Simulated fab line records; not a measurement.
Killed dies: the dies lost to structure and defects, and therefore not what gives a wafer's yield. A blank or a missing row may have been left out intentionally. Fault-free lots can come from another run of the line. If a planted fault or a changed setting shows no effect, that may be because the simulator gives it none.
Comparing a struck lot with a sound one    flow sfq-line    42 out of 325 route steps
Sound: the wafers L112.2, L112.5, L112.6. Wafers L111.1, L111.3 were the ones struck. The cause is named last.
Per side, at each step with rows, come the tool, then ch with its chambers, and then its first start. Under that, the readings that differ: sound wafers    struck wafers    difference of the means    sigmas: that difference in standard deviations of wafers without a fault.
alike: a reading whose means differ by less than 2 such deviations, as well as words and numbers matching on both sides. not compared: withheld readings; readings where some wafer has no value; bounds like >300 that might hide an equal value; numbers whose values overlap and for which the record gives no deviation.
The two part at a step that has a row with sigmas, a row that says differs or no value, or rows on one side only. When numbers do not overlap yet have no deviation, they are printed without sigmas and do not part them. A reading that every wafer of one side lacks parts them only if that side has two wafers or more.

first, 6 steps without rows for these wafers: SFQ_TRILAYER_I6_VIA_LITHO_COAT_174 (resist thk 62 nm); SFQ_TRILAYER_I6_VIA_LITHO_COAT_169 (resist thk 650 nm); SFQ_TRILAYER_I6_VIA_LITHO_SOFTBAKE_173; SFQ_TRILAYER_I6_VIA_LITHO_EXPOSE_170 (exposes mask I6, target cd 700 nm); SFQ_TRILAYER_I6_VIA_LITHO_PEB_172 (peb time 60 s); SFQ_TRILAYER_I6_VIA_LITHO_DEVELOP_171 (time 60 s).
SFQ_I6_OVL_MEAS_942:
  sound on overlay-02 at day 72 23:37; struck on overlay-02 at day 71 20:12
  alike: I6_OVL
SFQ_TRILAYER_I6_VIA_BARC_OPEN_VIA_ETCH_235: etches BARC in O2, target depth 125 nm, time 41.7 s.
  sound on rie-diel-02 ch 0,1,2, day 72 23:38; struck on rie-diel-04 ch 0,2, day 71 20:14
  alike: drypump-motor-current-A, oes-product-au
  not compared: rf-hours-counter-h
then, 4 steps without rows for these wafers: SFQ_TRILAYER_I6_VIA_ETCH_VIA_ETCH_172 (etches SiO2 in CHF3, stops on Nb, target depth 260 nm); SFQ_TRILAYER_I6_VIA_STRIP_STRIP_173 (strips in O2); SFQ_TRILAYER_I6_VIA_STRIP_SOLV_CLEAN_174 (cleans in NMP, time 600 s); SFQ_TRILAYER_M7_DEP_PRE_CLEAN_176 (time 22.5 s).
SFQ_TRILAYER_M7_DEP_SPUTTER_175: material Nb, target thk 200 nm, time 133.3 s.
  sound on pvd-sputter-03 at day 73 00:36; struck on pvd-sputter-04 at day 71 21:12
reading                                              sound              struck       difference  sigmas
model.Nb_of_TRILAYER_M7_DEP_SPUTTER_175.thk-nm (nm)  198.7 197.2 197.5  284.4 287.7  +88.2       
  alike: throttle-valve-pct
SFQ_M7_RS_MEAS_943: a four-point-probe measurement.
  sound on film-metro-01 at day 73 00:43; struck on film-metro-04 at day 71 21:17
reading            sound              struck       difference  sigmas
M7_NB_RS (ohm/sq)  0.897 0.903 0.899  0.623 0.616  -0.280      -39
then, 6 steps without rows for these wafers: SFQ_TRILAYER_M7_LITHO_COAT_182 (resist thk 62 nm); SFQ_TRILAYER_M7_LITHO_COAT_177 (resist thk 600 nm); SFQ_TRILAYER_M7_LITHO_SOFTBAKE_181; SFQ_TRILAYER_M7_LITHO_EXPOSE_178 (exposes mask M7, target cd 500 nm); SFQ_TRILAYER_M7_LITHO_PEB_180 (peb time 60 s); SFQ_TRILAYER_M7_LITHO_DEVELOP_179 (time 60 s).
SFQ_M7_OVL_MEAS_945:
  sound on overlay-01 at day 74 02:00; struck on overlay-02 at day 73 00:48
  alike: M7_OVL
then, 1 step without rows for these wafers: SFQ_TRILAYER_M7_BARC_OPEN_METAL_ETCH_229 (etches BARC in O2, target depth 125 nm, time 41.7 s).
SFQ_TRILAYER_M7_ETCH_METAL_ETCH_180: etches Nb in Cl2/Ar, stops on SiO2, target depth 240 nm, time 120 s.
  sound on rie-metal-02 ch 0,1, day 74 02:05; struck on rie-metal-03 ch 0,1, day 73 00:54
reading                sound              struck       difference  sigmas
oes-product-au (a.u.)  0.883 0.897 0.877  1.000 1.003  +0.116      +18
  alike: drypump-motor-current-A
  not compared: rf-hours-counter-h
SFQ_TRILAYER_M7_STRIP_STRIP_181: strips in O2.
  sound on rie-metal-02 ch 0,1, day 74 02:13; struck on rie-metal-03 ch 0,1, day 73 01:01
  alike: drypump-motor-current-A, oes-product-au
  not compared: rf-hours-counter-h
then, 1 step without rows for these wafers: SFQ_TRILAYER_M7_STRIP_SOLV_CLEAN_182 (cleans in NMP, time 600 s).
SFQ_TRILAYER_I7_DEP_PECVD_183: deposits SiO2 from SiH4/N2O, time 111.11 s, target thk 500 nm.
  sound on pecvd-02 ch 0,1,2, day 74 02:59; struck on pecvd-01 ch 0,2, day 73 01:48
  alike: heater-power-w, throttle-valve-pct
then, 1 step without rows for these wafers: SFQ_TRILAYER_I7_CMP_CMP_184 (polishes SiO2).
SFQ_I7_BOW_MEAS_946:
  sound on film-metro-02 at day 74 07:08; struck on film-metro-03 at day 73 13:07
  alike: I7_BOW
SFQ_TRILAYER_I7_METRO_MEASURE_185:
  sound on film-metro-02 at day 74 07:26; struck on film-metro-03 at day 73 13:14
  alike: thk-nm
then, 6 steps without rows for these wafers: SFQ_TRILAYER_I7_VIA_LITHO_COAT_192 (resist thk 62 nm); SFQ_TRILAYER_I7_VIA_LITHO_COAT_187 (resist thk 650 nm); SFQ_TRILAYER_I7_VIA_LITHO_SOFTBAKE_191; SFQ_TRILAYER_I7_VIA_LITHO_EXPOSE_188 (exposes mask I7, target cd 1000 nm); SFQ_TRILAYER_I7_VIA_LITHO_PEB_190 (peb time 60 s); SFQ_TRILAYER_I7_VIA_LITHO_DEVELOP_189 (time 60 s).
-- the record jumps here: 5 days lie between the struck wafers' starts before and after --
SFQ_I7_OVL_MEAS_947:
  sound on overlay-02 at day 78 21:11; struck on overlay-02 at day 78 05:23
  alike: I7_OVL
then, 1 step without rows for these wafers: SFQ_TRILAYER_I7_VIA_BARC_OPEN_VIA_ETCH_260 (etches BARC in O2, target depth 125 nm, time 41.7 s).
SFQ_TRILAYER_I7_VIA_ETCH_VIA_ETCH_190: etches SiO2 in CHF3, stops on Nb, target depth 260 nm.
  sound on rie-diel-02 ch 2,3, day 78 21:16; struck on rie-diel-02 ch 2,3, day 78 05:28
  alike: drypump-motor-current-A, oes-product-au
then, 3 steps without rows for these wafers: SFQ_TRILAYER_I7_VIA_STRIP_STRIP_191 (strips in O2); SFQ_TRILAYER_I7_VIA_STRIP_SOLV_CLEAN_192 (cleans in NMP, time 600 s); SFQ_TRILAYER_M8_LITHO_LOR_COAT_197.
SFQ_M8_BOW_MEAS_951:
  sound on film-metro-04 at day 80 04:44; struck on film-metro-04 at day 79 06:23
reading                        sound                 struck         difference  sigmas
model.etest.m7.comb-log10-ohm  12 12 12              0 0            -12         
model.etest.m7.ohm-sq          0.8957 0.9023 0.9009  0.6257 0.6186  -0.2775     
  alike: M8_BOW

== WHERE THEY PART ==
At SFQ_M7_RS_MEAS_943 first; at SFQ_TRILAYER_M7_ETCH_METAL_ETCH_180 last (within this record only). Later steps at which nothing parts them and some readings are alike: SFQ_TRILAYER_M7_STRIP_STRIP_181, SFQ_TRILAYER_I7_DEP_PECVD_183, SFQ_I7_BOW_MEAS_946, SFQ_TRILAYER_I7_METRO_MEASURE_185, SFQ_I7_OVL_MEAS_947, SFQ_TRILAYER_I7_VIA_ETCH_VIA_ETCH_190, SFQ_M8_BOW_MEAS_951.

WHY: whatever the simulator had introduced
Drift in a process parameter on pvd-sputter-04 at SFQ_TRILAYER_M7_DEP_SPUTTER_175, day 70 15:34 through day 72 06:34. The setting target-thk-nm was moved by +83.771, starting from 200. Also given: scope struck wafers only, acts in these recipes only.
